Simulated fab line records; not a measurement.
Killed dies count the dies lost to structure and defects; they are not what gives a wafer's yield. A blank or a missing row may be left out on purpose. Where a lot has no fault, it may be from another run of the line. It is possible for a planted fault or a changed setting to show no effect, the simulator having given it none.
fab line records	flow gf180mcu
record: lots: 14	wafers: 42	last-day: 34
route steps=602 shown VT_IMPLANT@119 DUAL_GATE@144 POLY_GATE@162
lots with no fault: from the same line, run without faults
start-h: hours from the record's first day to the start of the lot's first wafer shown	wait-h: hours from the lot's prior step to this one	" the same as in the row above	L1.1+2: several wafers, shown together as one row	- value missing, or start not given	* or withheld: withheld	< > ~ a bound
route shown NAME@n: a module of which the file shows steps, and the number in the route of the first	usual: mean/standard deviation of fault-free wafers	same: alike in all rows	chamber/n: place in a boat	sites: per-site readings	_std_site: how widely they spread, as a standard deviation	_edge_site: the outer-site mean with the inner-site mean subtracted	radius-mm: how far each site lies from the wafer's centre	mask NAME#n: copy n	behind: the tool/chamber that last shaped the wafer	hold: why the lot went on hold/how many hours it stayed there/how the hold came to an end	device: transistor that didn't switch, given as n, p or np	end of line: the same wafers' tests at the end of the route	for a step that has no rows: nothing shown but its recipe	killed: count of dies lost to structure and defects at first sort (not the wafer's yield)	map: a wafer's dies, marking killed ones x, the rest . and places with no die _
set.NAME: the setting that was run; set.NAME@STEP: the one run at that earlier step	model.NAME: the simulator's own value behind a step, which no gauge read
route steps across a sampled set of lots; one table per step, one row per wafer
services: from which hour (start-h, from the record's first day; less than 0 if before it) a tool's chamber was out of use, for how many hours, and why
== steps ==
step: GF_VT_IMPLANT_OVL_MEAS_29
usual: VT_IMPLANT_02_OVL: -0.1/1.1
lot.wafer	tool	chamber	start-h	wait-h	VT_IMPLANT_02_OVL[nm]
L495.2	overlay-01	-	143.83	0.1	0.9
L495.3	"	-	"	"	2.0
L495.4	"	-	"	"	0.7
L496.3	overlay-01	-	149.04	0.1	-1.5
L496.5	"	-	"	"	-0.2
L496.6	"	-	"	"	-0.3
L497.2	overlay-02	-	155.64	0.1	1.5
L497.4	"	-	"	"	1.1
L497.5	"	-	"	"	-0.6
L498.2	overlay-02	-	161.43	0.1	0.9
L498.3	"	-	"	"	-0.8
L498.6	"	-	"	"	0.5
L499.3	overlay-01	-	169.79	0.1	-0.3
L499.4	"	-	"	"	-1.7
L499.6	"	-	"	"	-0.9
L501.3	overlay-02	-	180.79	0.1	-1.2
L501.4	"	-	"	"	-2.8
L501.6	"	-	"	"	0.0
L502.2	overlay-02	-	185.14	0.1	-0.4
L502.3	"	-	"	"	-0.9
L502.4	"	-	"	"	-2.4
L504.2	overlay-02	-	200.44	0.1	0.9
L504.5	"	-	"	"	0.6
L504.6	"	-	"	"	0.2
L505.2	overlay-02	-	206.28	0.1	-0.8
L505.5	"	-	"	"	1.2
L505.6	"	-	"	"	0.8
L509.2	overlay-01	-	230.24	0.1	0.5
L509.4	"	-	"	"	-0.3
L509.6	"	-	"	"	-1.0
L510.1	overlay-01	-	239.32	0.1	0.4
L510.3	"	-	"	"	-0.5
L510.4	"	-	"	"	0.8
L512.2	overlay-02	-	250.19	0.1	-0.7
L512.3	"	-	"	"	1.3
L512.5	"	-	"	"	-0.5
L516.1	overlay-02	-	280.13	0.1	1.4
L516.2	"	-	"	"	0.3
L516.6	"	-	"	"	1.4
L517.1	overlay-02	-	285.44	0.1	1.3
L517.3	"	-	"	"	0.3
L517.6	"	-	"	"	2.1
step: GF_VT_IMPLANT_TW_MEAS_32
usual: VT_IMPLANT_3_TW: 268.3/2
lot.wafer	tool	chamber	start-h	wait-h	VT_IMPLANT_3_TW
L495.2	film-metro-01	-	144.12	0.1	267.3
L495.3	"	-	"	"	268.7
L495.4	"	-	"	"	267.7
L496.3	film-metro-01	-	149.35	0.1	266.8
L496.5	"	-	"	"	267.8
L496.6	"	-	"	"	267.5
L497.2	film-metro-04	-	155.93	0.1	266.9
L497.4	"	-	"	"	268.4
L497.5	"	-	"	"	269.1
L498.2	film-metro-04	-	161.72	0.1	266.4
L498.3	"	-	"	"	268.5
L498.6	"	-	"	"	267.9
L499.3	film-metro-04	-	170.09	0.1	267.9
L499.4	"	-	"	"	268.1
L499.6	"	-	"	"	267.1
L501.3	film-metro-04	-	181.08	0.1	269.3
L501.4	"	-	"	"	267.7
L501.6	"	-	"	"	268.2
L502.2	film-metro-04	-	185.43	0.1	268.2
L502.3	"	-	"	"	267.2
L502.4	"	-	"	"	268.0
L504.2	film-metro-02	-	200.73	0.1	269.2
L504.5	"	-	"	"	268.1
L504.6	"	-	"	"	268.0
L505.2	film-metro-01	-	206.57	0.1	269.2
L505.5	"	-	"	"	266.7
L505.6	"	-	"	"	268.3
L509.2	film-metro-04	-	230.53	0.1	266.3
L509.4	"	-	"	"	265.6
L509.6	"	-	"	"	266.0
L510.1	film-metro-01	-	239.61	0.1	266.4
L510.3	"	-	"	"	267.5
L510.4	"	-	"	"	266.0
L512.2	film-metro-04	-	250.48	0.1	265.8
L512.3	"	-	"	"	266.0
L512.5	"	-	"	"	265.6
L516.1	film-metro-01	-	280.42	0.1	264.9
L516.2	"	-	"	"	265.0
L516.6	"	-	"	"	263.5
L517.1	film-metro-02	-	285.72	0.1	270.4
L517.3	"	-	"	"	269.5
L517.6	"	-	"	"	272.2
step: GF_DUAL_GATE_THK_MEAS_03
recipe: reads: SiO2_of_DUAL_GATE_OXIDATION_02
usual: DUAL_GATE_OXIDATION_00_THK: 10.96/0.19
lot.wafer	tool	chamber	start-h	wait-h	DUAL_GATE_OXIDATION_00_THK[nm]
L495.2	film-metro-03	-	162.66	0.0	10.73
L495.3	"	-	"	"	10.87
L495.4	"	-	"	"	11.04
L496.3	film-metro-02	-	167.80	0.0	11.08
L496.5	"	-	"	"	10.94
L496.6	"	-	"	"	11.01
L497.2	film-metro-02	-	175.63	0.0	10.85
L497.4	"	-	"	"	10.69
L497.5	"	-	"	"	10.80
L498.2	film-metro-03	-	180.76	0.0	10.93
L498.3	"	-	"	"	10.98
L498.6	"	-	"	"	10.94
L499.3	film-metro-01	-	189.17	0.0	11.08
L499.4	"	-	"	"	10.88
L499.6	"	-	"	"	10.97
L501.3	film-metro-03	-	200.41	0.0	11.14
L501.4	"	-	"	"	11.22
L501.6	"	-	"	"	11.26
L502.2	film-metro-01	-	204.55	0.0	11.01
L502.3	"	-	"	"	10.83
L502.4	"	-	"	"	10.88
L504.2	film-metro-03	-	221.02	0.0	10.77
L504.5	"	-	"	"	10.87
L504.6	"	-	"	"	11.10
L505.2	film-metro-02	-	226.90	0.0	10.79
L505.5	"	-	"	"	10.75
L505.6	"	-	"	"	10.83
L509.2	film-metro-02	-	252.97	0.0	10.99
L509.4	"	-	"	"	11.10
L509.6	"	-	"	"	10.95
L510.1	film-metro-03	-	261.26	0.0	11.08
L510.3	"	-	"	"	11.11
L510.4	"	-	"	"	11.13
L512.2	film-metro-02	-	272.97	0.0	11.10
L512.3	"	-	"	"	11.21
L512.5	"	-	"	"	11.27
L516.1	film-metro-02	-	302.93	0.0	10.91
L516.2	"	-	"	"	10.87
L516.6	"	-	"	"	10.81
L517.1	film-metro-03	-	307.96	0.0	11.04
L517.3	"	-	"	"	11.10
L517.6	"	-	"	"	11.24
step: GF_POLY_GATE_COAT_05
recipe: resist: KrF	spin-rpm: withheld	resist-thk-nm: 700
lot.wafer	tool	chamber	start-h	wait-h
L495.2+3+4	litho-track-01	0	190	-
L496.3+5+6	litho-track-04	0	196	-
L497.2+4+5	litho-track-04	0	204	-
L498.2+3+6	litho-track-01	0	208	-
L499.3+4+6	litho-track-03	0	219	-
L501.3+4+6	litho-track-03	0	229	-
L502.2+3+4	litho-track-01	0	234	-
L504.2+5+6	litho-track-01	0	252	-
L505.2+5+6	litho-track-04	0	256	-
L509.2+4+6	litho-track-01	0	284	-
L510.1+3+4	litho-track-04	0	294	-
L512.2+3+5	litho-track-04	0	306	-
L516.1+2+6	litho-track-03	0	337	-
L517.1+3+6	litho-track-01	0	342	-
step: GF_POLY_GATE_STRIP_14
recipe: chemistry: O2/N2	power-w: 1400	pressure-mtorr: 1500	platen-temp-c: 250	o2-flow-sccm: 3000	n2-flow-sccm: 300	overash-fraction: 0.5
usual: drypump-motor-current-A: 5.7/0.71	heater-power-w: 310/17	oes-product-au: 0.505/0.0044
lot.wafer	tool	chamber	start-h	wait-h	drypump-motor-current-A	heater-power-w	oes-product-au	rf-hours-counter-h
L495.2	plasma-asher-03	0	199.74	0.0	6.8	326	0.504	55
L495.3	"	0	"	"	6.8	322	0.505	-
L495.4	"	1	"	"	5.0	315	0.502	-
L496.3	plasma-asher-03	0	205.23	0.1	6.8	339	0.507	-
L496.5	"	1	"	"	4.9	310	0.505	-
L496.6	"	0	"	"	6.8	325	0.506	-
L497.2	plasma-asher-03	0	213.54	0.0	6.8	339	0.505	56
L497.4	"	0	"	"	6.8	331	0.506	-
L497.5	"	1	"	"	4.9	306	0.503	-
L498.2	plasma-asher-01	0	218.09	0.0	6.1	290	0.508	45
L498.3	"	1	"	"	6.2	331	0.500	-
L498.6	"	1	"	"	6.2	331	0.500	-
L499.3	plasma-asher-03	1	228.84	0.1	4.9	311	0.501	-
L499.4	"	0	"	"	6.8	323	0.503	-
L499.6	"	0	"	"	6.8	327	0.500	-
L501.3	plasma-asher-01	0	239.33	0.1	6.1	294	0.500	-
L501.4	"	1	"	"	6.2	335	0.507	-
L501.6	"	1	"	"	6.2	325	0.507	-
L502.2	plasma-asher-02	1	244.05	0.0	5.3	303	0.499	13
L502.3	"	0	"	"	5.1	294	0.506	-
L502.4	"	1	"	"	5.3	303	0.508	-
L504.2	plasma-asher-02	1	262.45	0.0	5.3	302	0.504	15
L504.5	"	0	"	"	5.1	294	0.506	-
L504.6	"	1	"	"	5.3	299	0.505	-
L505.2	plasma-asher-01	1	267.40	0.0	6.2	322	0.510	51
L505.5	"	1	"	"	6.2	323	0.507	-
L505.6	"	0	"	"	6.1	286	0.506	-
L509.2	plasma-asher-03	0	294.59	0.0	6.8	332	0.515	63
L509.4	"	0	"	"	6.8	336	0.509	-
L509.6	"	0	"	"	6.8	330	0.510	-
L510.1	plasma-asher-02	0	305.29	0.0	5.1	291	0.490	20
L510.3	"	0	"	"	5.1	291	0.485	-
L510.4	"	1	"	"	5.3	301	0.496	-
L512.2	plasma-asher-02	1	317.33	0.0	5.3	296	0.488	21
L512.3	"	0	"	"	5.1	293	0.486	-
L512.5	"	1	"	"	5.3	304	0.490	-
L516.1	plasma-asher-01	0	348.61	0.0	6.1	299	0.507	60
L516.2	"	1	"	"	6.2	335	0.503	60
L516.6	"	0	"	"	6.1	295	0.502	-
L517.1	plasma-asher-03	0	352.85	0.0	6.7	337	0.506	69
L517.3	"	1	"	"	4.9	316	0.506	-
L517.6	"	1	"	"	4.9	311	0.516	-
== services ==
tool	chamber	start-h	hours	kind
plasma-asher-03	-	234.16	14.6	pm
plasma-asher-02	-	270.89	1.7	repair
plasma-asher-01	-	286.25	2.6	repair
== key ==
first-sign: step: GF_POLY_GATE_STRIP_14	reading: oes-product-au	direction: down	sigmas: 3.6	usual: 0.505	struck: 0.489	through: control-loop
effect none on later readings
met-at GF_POLY_GATE_COAT_05
struck-lots L510,L512
tester-left-out L510,L512
loop-trim: step: GF_POLY_GATE_EXPOSE_07	setting: dose	lots: L512
not-acting-at GF_VT_IMPLANT_OVL_MEAS_29,GF_VT_IMPLANT_TW_MEAS_32,GF_DUAL_GATE_THK_MEAS_03
onset-between 256 294
also-fits GF_POLY_GATE_STRIP_14:plasma-asher-02
fault: kind: process-parameter-drift	tool: litho-track-04	chamber: -	onset-h: 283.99	steps: GF_POLY_GATE_COAT_05	channel: resist-thk-nm	offset: *	shape: step	end-h: 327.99	acts-in: *	stated: *
tester-left-out: of these lots the tester's yield and bins aren't shown, on N5 and GAA mostly nor the transistor test; their killed dies are dies lost to structure and defects alone, not to doping, threshold or leakage, so they don't give the yield
loop-trim: a control loop set the setting to another value than it would have without faults
